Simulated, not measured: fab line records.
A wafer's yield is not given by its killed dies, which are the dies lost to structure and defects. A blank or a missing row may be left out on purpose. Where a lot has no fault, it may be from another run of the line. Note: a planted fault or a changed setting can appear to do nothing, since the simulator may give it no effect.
Which tool did it?	flow gf180mcu	12 lots with 35 wafers sampled at 5 steps, on a route of 602 steps

== WHAT THE GAUGES SHOWED, per wafer ==
GF_M2_RS_MEAS_05: measurement is done with a four-point probe.
lot	measured	on	M2_ALCU_RS (ohm/sq)
L261	day 18 18:28	film-metro-02	0.0694 0.0684 0.0685
L262	day 19 02:34	film-metro-01	0.0692 0.0705 0.0685
L264	day 20 02:11	film-metro-02	0.0687 0.0692 0.0688
L265	day 20 19:20	film-metro-01	0.0698 0.0705 0.0693
L266	day 21 05:49	film-metro-03	0.0709 0.0706 0.0705
L271	day 22 22:16	film-metro-03	0.0694 0.0700
L276	day 24 14:09	film-metro-03	0.0697 0.0695 0.0692
L277	day 24 19:04	film-metro-01	0.0690 0.0703 0.0689
L278	day 25 04:51	film-metro-01	0.0687 0.0692 0.0694
L279	day 25 05:46	film-metro-01	0.0704 0.0697 0.0697
L281	day 26 01:32	film-metro-01	0.0692 0.0689 0.0690
L282	day 26 01:42	film-metro-03	0.0703 0.0706 0.0697

GF_V2_THK_MEAS_01.
lot	measured	on	V2_CVD_00_THK (nm)
L261	day 19 19:30	film-metro-03	601 612 600
L262	day 20 03:26	film-metro-03	598 596 598
L264	day 21 03:32	film-metro-04	600 615 613
L265	day 21 20:07	film-metro-03	595 594 603
L266	day 22 06:19	film-metro-04	608 599 602
L271	day 23 21:45	film-metro-03	607 607
L276	day 25 12:08	film-metro-01	606 600 601
L277	day 25 16:07	film-metro-01	596 598 608
L278	day 26 02:34	film-metro-01	601 600 593
L279	day 26 02:49	film-metro-03	606 612 603
L281	day 26 22:17	film-metro-03	595 591 600
L282	day 26 22:48	film-metro-03	598 604 598

GF_V2_BOW_MEAS_05.
lot	measured	on	V2_BOW (um)
L261	day 19 19:59	film-metro-01	98 92 84
L262	day 20 03:57	film-metro-03	88 92 98
L264	day 21 04:03	film-metro-04	102 110 117
L265	day 21 20:38	film-metro-01	96 87 92
L266	day 22 06:49	film-metro-04	97 96 111
L271	day 23 22:17	film-metro-04	106 97 - -
L276	day 25 12:40	film-metro-03	87 95 102
L277	day 25 16:38	film-metro-03	94 95 96
L278	day 26 03:04	film-metro-01	91 87 91
L279	day 26 03:18	film-metro-03	92 103 102
L281	day 26 22:47	film-metro-01	94 103 95
L282	day 26 23:20	film-metro-04	101 105 90

GF_V2_OVL_MEAS_15.
lot	measured	on	V2_OVL (nm)
L261	day 20 20:36	overlay-01	-8 2 -3
L262	day 21 04:34	overlay-02	4 -5 3
L264	day 22 03:25	overlay-01	-3 -7 -6
L265	day 22 20:31	overlay-01	-1 -17 -10
L266	day 23 06:00	overlay-02	-14 -9 -7
L271	day 24 20:23	overlay-02	-6 2
L276	day 26 09:24	overlay-01	0 -2 5
L277	day 26 13:14	overlay-02	-1 -3 -1
L278	day 26 23:20	overlay-02	-14 -6 -3
L279	day 27 00:12	overlay-02	-7 -17 -2
L281	day 27 19:14	overlay-01	2 1 -1
L282	day 27 19:35	overlay-02	1 -11 2

== WHICH TOOL RAN EACH LOT (tool, then ch and the chambers of the sampled wafers, then the start) ==
lot	GF_V2_CMP_04
L261	cmp-02 ch 1,2, day 19 19:41
L262	cmp-01 ch 2,3, day 20 03:38
L264	cmp-01 ch 0,3, day 21 03:41
L265	cmp-01 ch 0,3, day 21 20:17
L266	cmp-02 ch 0,3, day 22 06:34
L271	cmp-01 ch 1,3, day 23 22:04
L276	cmp-02 ch 0,1,2, day 25 12:27
L277	cmp-02 ch 0,2,3, day 25 16:23
L278	cmp-01 ch 0,1, day 26 02:46
L279	cmp-02 ch 0,1,2, day 26 03:06
L281	cmp-01 ch 1,2,3, day 26 22:30
L282	cmp-02 ch 0,3, day 26 23:02
- GF_V2_CMP_04: polishes SiO2.

== WHAT THE TOOLS THEMSELVES READ (means of the sampled wafers that have a number; where no wafer has one, the mark that the record gives instead) ==
GF_V2_CMP_04.
lot	tool	motor-current-A (A)	time-to-endpoint-s (s)
L261	cmp-02	13.5	80
L262	cmp-01	12.8	83
L264	cmp-01	12.2	89
L265	cmp-01	12.2	86
L266	cmp-02	13.4	83
L271	cmp-01	13.4	104
L276	cmp-02	13.9	84
L277	cmp-02	13.5	90
L278	cmp-01	12.5	84
L279	cmp-02	13.9	87
L281	cmp-01	13.1	76
L282	cmp-02	13.6	87

== THE ANSWER, worked out from the rows above alone ==
Rule: what is usual is taken from the lots themselves. Put in order of their means at a reading, lots are off if they are a third of the lots or fewer, leave a main group of 4 or more, and stand apart from it by a gap of 3 or more times the standard deviation of the main group's means; of several such gaps the widest counts. The tables above print the reading to a certain number of digits; a main group whose means all agree to those digits is not used. Also off: a lot with no number at a reading for which 4 or more lots have one. Any other lot the step has rows for is counted as sound. After the gauges, taken in route order, come the tools' own readings; for these a lot's mean is taken, as printed above. The first step at which some lot is off is used, and at that step the reading that is off furthest; a lot without a number counts as furthest.
Off at GF_V2_CMP_04 (time-to-endpoint-s): L271. Mean 84 s and standard deviation 3.8 in the main group.
If a tool, at that step or one of the process steps before it, ran each lot that is off and ran no sound lot following the first of them, it fits. Not one of the candidates tried fits.

== WHAT HAD BEEN PUT IN BY THE SIMULATOR ==
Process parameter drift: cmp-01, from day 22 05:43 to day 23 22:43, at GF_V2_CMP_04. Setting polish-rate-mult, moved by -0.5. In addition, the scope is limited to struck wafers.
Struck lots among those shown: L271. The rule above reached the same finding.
